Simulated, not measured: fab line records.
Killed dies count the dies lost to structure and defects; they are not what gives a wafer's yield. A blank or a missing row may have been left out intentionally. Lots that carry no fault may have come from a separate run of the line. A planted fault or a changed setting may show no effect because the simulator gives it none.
One fault through the eyes of 2 desks + flow sky130 + every desk sees just its own numbers, and what lay behind them comes last

## DESK OF THE TOOL OWNER: pvd-sputter-04
The tool's own readings at SKY_METAL3_SPUTTER_02 (material AlCu, target thk 735 nm, time 39.1 s): means of the sampled wafers that have a number, for each lot that ran on this tool. If a lot's mean is further than 4 standard deviations from the usual mean, the lot is out of limits and carries the mark OUT (the distance appears in the brackets).
Columns: A = cathode-dc-power-W at SKY_METAL3_SPUTTER_02, usual 10600 W; B = throttle-valve-pct at SKY_METAL3_SPUTTER_02, usual 30.0 %
| lot  | first seen here | A                       | B    |
|------|-----------------|-------------------------|------|
| L292 | day 39 13:10    | 10601                   | 29.8 |
| L293 | day 39 19:18    | 10600                   | 30.1 |
| L299 | day 41 20:13    | 10600                   | 30.2 |
| L301 | day 42 08:01    | 10601                   | 29.6 |
| L303 | day 42 16:49    | 10054 (-99 or more) OUT | 30.3 |
| L307 | day 43 23:19    | 10052 (-99 or more) OUT | 30.1 |
This desk's verdict: out of limits on L303, L307, starting with L303 at day 42 16:49 (cathode-dc-power-W at SKY_METAL3_SPUTTER_02). Within limits: L292, L293, L299, L301.

## AT THE METROLOGY DESK
What the gauges read for every lot (on any tool): the sampled wafers with a number, averaged. If a lot's mean is further than 4 standard deviations from the usual mean, the lot is out of limits and carries the mark OUT (the distance appears in the brackets).
Columns: A = VIA2_W_RS at SKY_VIA2_RS_MEAS_22, usual 0.273 ohm/sq
| lot  | first seen here | A     |
|------|-----------------|-------|
| L290 | day 38 14:03    | 0.274 |
| L292 | day 39 12:41    | 0.269 |
| L293 | day 39 18:46    | 0.272 |
| L295 | day 40 08:53    | 0.276 |
| L299 | day 41 19:41    | 0.275 |
| L301 | day 42 07:32    | 0.269 |
| L303 | day 42 16:18    | 0.273 |
| L304 | day 43 03:29    | 0.272 |
| L307 | day 43 22:38    | 0.270 |
| L308 | day 44 04:20    | 0.278 |
| L311 | day 44 21:29    | 0.273 |
This desk's verdict: no lot among the 11 shows anything out of limits.

## TAKEN TOGETHER
At day 42 16:49, on L303, L307, the tool owner's desk was in a position to raise an alarm.
Nothing out of limits was seen by the metrology desk.
The metrology desk holds a record of L303, L307, inside its limits.
All the named lots went through SKY_METAL3_SPUTTER_02 on pvd-sputter-04.

## WHAT WAS PUT IN BY THE SIMULATOR
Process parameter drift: pvd-sputter-04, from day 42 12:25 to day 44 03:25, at SKY_METAL3_SPUTTER_02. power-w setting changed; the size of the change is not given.
Shown lots that were struck: L303, L307.
Delay in hours, fault start to first out-of-limits reading, by desk: the tool owner's desk at 4.
